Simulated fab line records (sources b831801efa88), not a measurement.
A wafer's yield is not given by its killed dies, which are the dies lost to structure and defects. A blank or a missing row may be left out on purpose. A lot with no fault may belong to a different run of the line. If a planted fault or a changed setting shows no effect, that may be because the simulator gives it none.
A lot that was struck, set against a sound lot | flow sky130 | 17 steps out of a route of 708
Sound: these wafers, L338.1, L338.2, L338.6. Struck: wafers L342.5, L342.6. (L342.1 of the same lot was not struck and is left out.) The cause comes at the end.
At each step with rows: each side's tool, then ch and its chambers, then its first start. Under that, the readings that differ: sound wafers | struck wafers | difference of the means | sigmas: that difference in standard deviations of wafers without a fault.
alike: a reading whose means differ by less than 2 such deviations, as well as words and numbers matching on both sides. not compared: withheld readings; readings where some wafer has no value; bounds like >300 that might hide an equal value; numbers whose values overlap and for which the record gives no deviation.
A row with sigmas, a row that says differs or no value, or rows on one side alone: a step with any of these is where the two part. When numbers do not overlap yet have no deviation, they are printed without sigmas and do not part them. A reading missing from all wafers of one side parts the sides only when that side holds two or more wafers.

SKY_VIA2_CMP_02: polishes SiO2.
  sound on cmp-02 ch 0,2,3, day 35 19:37; struck on cmp-02 ch 0,1, day 36 20:20
  alike: motor-current-A
SKY_VIA2_BOW_MEAS_03:
  sound: film-metro-01 at day 35 19:49; struck: film-metro-01 at day 36 20:38
  alike: VIA2_BOW
then, 8 steps without rows for these wafers: SKY_VIA2_DEHYDRATE_04 (time 60 s); SKY_VIA2_HMDS_05 (prime time 60 s); SKY_VIA2_COAT_06 (resist thk 60 nm); SKY_VIA2_COAT_07 (resist thk 450 nm); SKY_VIA2_SOFTBAKE_08 (time 90 s); SKY_VIA2_EXPOSE_09 (exposes mask VIM2, target cd 200 nm); SKY_VIA2_PEB_10; SKY_VIA2_DEVELOP_11 (develop time 60 s).
SKY_VIA2_CD_MEAS_12: the cd target is 200 nm.
  sound: cd-sem-01 at day 36 22:05; struck: cd-sem-01 at day 37 22:50
  alike: cd-nm
SKY_VIA2_OVL_MEAS_13:
  sound: overlay-01 at day 36 22:13; struck: overlay-02 at day 37 22:58
  alike: VIA2_OVL
SKY_VIA2_ETCH_14: etches BARC in N2/H2, stops on SiO2, time 45.9 s, target depth 60 nm.
  sound on rie-diel-02 ch 0,1,3, day 36 22:14; struck on rie-diel-02 ch 0,3, day 37 22:59
  reading                                     | sound             | struck      | difference | sigmas
  oes-product-au (a.u.)                       | 0.852 0.857 0.852 | 0.981 1.016 | +0.145     | +32
  run-length-s (s)                            | 73.5 74.8 74.5    | 66.3 66.3   | -8.0       | -18
  model.KrF-thick_of_VIA2_COAT_07.thk-nm (nm) | 392.7 391.8 393.8 | 400.2 399.4 | +7.0       |
  alike: drypump-motor-current-A, h2-flow-sccm, throttle-valve-pct
  not compared: rf-hours-counter-h
SKY_VIA2_ETCH_15: etches SiO2 in C4F8/O2/Ar, stops on TiN, target depth 546 nm, time 84 s.
  sound on rie-diel-02 ch 0,1,3, day 36 22:17; struck on rie-diel-02 ch 0,3, day 37 23:02
  reading                                     | sound             | struck      | difference | sigmas
  oes-product-au (a.u.)                       | 0.936 0.929 0.948 | 0.865 0.932 | -0.039     | -7
  model.KrF-thick_of_VIA2_COAT_07.thk-nm (nm) | 280.6 280.3 287.6 | 293.2 288.3 | +7.9       |
  alike: run-length-s
  not compared: rf-hours-counter-h
SKY_VIA2_STRIP_16: strips in O2/N2.
  sound on plasma-asher-01 ch 0,1, day 36 22:21; struck on plasma-asher-01 ch 0,1, day 37 23:06
  reading                      | sound          | struck    | difference | sigmas
  strip-time-to-endpoint-s (s) | 4.01 4.02 4.08 | 4.15 4.08 | +0.08      | +3
  alike: drypump-motor-current-A, oes-product-au
  not compared: rf-hours-counter-h
then, 1 step without rows for these wafers: SKY_VIA2_STRIP_17 (strips in post etch residue remover, time 1200 s).
-- the record jumps here: 9 days lie between the struck wafers' starts before and after (it left off in module VIA2 and takes up again in module PAD_OPEN, whose first step shown is number 708 of the route) --
SKY_PAD_OPEN_PROBE_99:
  sound: prober-01 at day 46 07:53; struck: prober-01 at day 47 04:35
  not compared: model.etest.via2-chain.rc-ohm

## WHERE THEY PART
At SKY_VIA2_ETCH_14 first; at SKY_VIA2_STRIP_16 last (within this record only).

WHY: what had been put in by the simulator
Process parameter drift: rie-diel-02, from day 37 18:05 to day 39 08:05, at SKY_VIA2_ETCH_14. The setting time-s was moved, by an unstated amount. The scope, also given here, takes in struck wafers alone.
